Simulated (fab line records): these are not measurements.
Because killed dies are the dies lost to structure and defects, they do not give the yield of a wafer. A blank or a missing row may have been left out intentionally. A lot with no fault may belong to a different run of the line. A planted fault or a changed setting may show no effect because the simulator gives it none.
A struck lot beside a sound one / flow sky130 / 24 steps out of a route of 708
Sound: these wafers, L983.2, L983.4, L983.5. Wafers L986.4, L986.5, L986.6 were the ones struck. The cause is given at the end.
Each step with rows lists, per side, the tool, then ch with its chambers, then its first start. Under that, the readings that differ: sound wafers / struck wafers / difference of the means / sigmas: that difference in standard deviations of wafers without a fault.
alike: readings whose means differ by less than 2 such deviations, and words and numbers that are the same on both sides. not compared: withheld readings, readings that some wafer has no value for, bounds like >300 that may hide the same value, and numbers for which the record gives no deviation and whose values overlap.
The two part at a step that has a row with sigmas, a row that says differs or no value, or rows on one side only. Numbers that have no deviation but don't overlap get no sigmas and don't part them. Lack of a reading on every wafer of one side parts them only where that side has two or more wafers.

first, 4 steps without rows for these wafers: SKY_LDD_HVP_SOFTBAKE_03 (time 60 s); SKY_LDD_HVP_EXPOSE_04 (exposes mask HVPTM, target cd 700 nm); SKY_LDD_HVP_PEB_05; SKY_LDD_HVP_DEVELOP_06 (develop time 60 s).
SKY_LDD_HVP_OVL_MEAS_07:
  sound: overlay-02 at day 25 16:05; struck: overlay-02 at day 26 08:06
  alike: LDD_HVP_OVL
then, 1 step without rows for these wafers: SKY_LDD_HVP_IMPLANT_08.
SKY_LDD_HVP_STRIP_09: strips in O2/N2.
  sound on plasma asher-04 ch 0,1, day 25 16:16; struck on plasma asher-01 ch 0,1, day 26 08:19
reading=strip time to endpoint s (s); sound=4.137 4.161 4.153; struck=4.105 4.126 4.111; difference=-0.036; sigmas=-2
  alike: drypump motor current A, oes product au
  not compared: rf hours counter h
SKY_LDD_HVP_TW_MEAS_10:
  sound: film metro-02 at day 25 16:23; struck: film metro-04 at day 26 08:25
  alike: LDD_HVP_TW
then, 4 steps without rows for these wafers: SKY_LDD_LDN_DEHYDRATE_00 (time 60 s); SKY_LDD_LDN_HMDS_01 (prime time 60 s); SKY_LDD_LDN_COAT_02 (resist thk 1140 nm); SKY_LDD_LDN_SOFTBAKE_03 (time 60 s).
SKY_LDD_LDN_EXPOSE_04: exposes mask LDNTM, target cd 700 nm.
  sound on iline stepper-01 ch 0, day 26 06:58; struck on iline stepper-01 ch 0, day 26 23:04
reading=mask; sound=LDNTM#0 LDNTM#0 LDNTM#0; struck=PSDM#0 PSDM#0 PSDM#0; difference=differs; sigmas=
  alike: focus offset nm
then, 2 steps without rows for these wafers: SKY_LDD_LDN_PEB_05; SKY_LDD_LDN_DEVELOP_06 (develop time 60 s).
SKY_LDD_LDN_OVL_MEAS_07:
  sound: overlay-01 at day 26 20:48; struck: overlay-01 at day 27 14:01
reading=LDD_LDN_OVL (nm); sound=-1.4 -3.1 -2.0; struck=- - -; difference=no value on the struck wafers; sigmas=
then, 4 steps without rows for these wafers: SKY_LDD_LDN_IMPLANT_08; SKY_LDD_LDN_IMPLANT_09; SKY_LDD_LDN_IMPLANT_10; SKY_LDD_LDN_IMPLANT_11.
SKY_LDD_LDN_STRIP_12: strips in O2/N2.
  sound on plasma asher-01 ch 1, day 26 21:26; struck on plasma asher-01 ch 0,1, day 27 14:40
  alike: drypump motor current A, oes product au, strip time to endpoint s
  not compared: rf hours counter h
SKY_LDD_LDN_TW_MEAS_13:
  sound: film metro-02 at day 26 21:32; struck: film metro-02 at day 27 14:46
reading=LDD_LDN_TW; sound=1467 1465 1463; struck=30 30 30; difference=-1435; sigmas=-99 or more
then, 1 step without rows for these wafers: SKY_LDD_LDN_CLEAN_14 (cleans in SC1/SC2, time 150 s).
-- here the record skips 21 days between the struck wafers' starts before and after, leaving off in module LDD_LDN and picking up in module PAD_OPEN (first step shown: number 708 of the route) --
SKY_PAD_OPEN_PROBE_99:
  sound: prober-02 at day 48 14:22; struck: prober-01 at day 48 21:04
reading=killed at front end; sound=18 11 18; struck=417 409 420; difference=+400; sigmas=+91
reading=killed dies; sound=90 90 82; struck=492 492 492; difference=+405; sigmas=+41
reading=killed on rim; sound=15 14 11; struck=96 96 96; difference=+83; sigmas=+21
reading=model.etest.pfet_01v8.r on ohm um; sound=2902 2895 2942; struck=8808 1.192e+04 7450; difference=+6480; sigmas=
reading=model.etest.pfet g5v0d10v5.r on ohm um; sound=4788 4777 4734; struck=4927 4917 4873; difference=+139; sigmas=
reading=model.etest.pfet_01v8.drive ua um; sound=192.2 189.9 190.2; struck=61.46 46 72.33; difference=-130.84; sigmas=
reading=model.etest.pfet_01v8_hvt.drive ua um; sound=143 141.9 142.7; struck=39.47 27.76 48.85; difference=-103.84; sigmas=
reading=model.etest.sram pfet latch.drive ua um; sound=141.2 145.3 140.4; struck=39.63 28.78 47.9; difference=-103.53; sigmas=
reading=model.etest.pfet_01v8_mvt.drive ua um; sound=151.7 151.7 151.1; struck=70.52 58.36 80.54; difference=-81.69; sigmas=
reading=model.etest.pfet_01v8_lvt.drive ua um; sound=175.4 174.5 172.8; struck=103.1 88.08 114.5; difference=-72.3; sigmas=
reading=model.etest.res pdiff.line ohm um; sound=1356 1374 1348; struck=1434 1424 1416; difference=+65; sigmas=
  alike: killed_at_M0_to_M3, killed_at_M4_up, killed at contacts, killed at other, killed open, killed short

WHERE THEY PART
Earliest at SKY_LDD_HVP_STRIP_09; latest, in this record, at SKY_PAD_OPEN_PROBE_99.

WHY: the cause the simulator had injected
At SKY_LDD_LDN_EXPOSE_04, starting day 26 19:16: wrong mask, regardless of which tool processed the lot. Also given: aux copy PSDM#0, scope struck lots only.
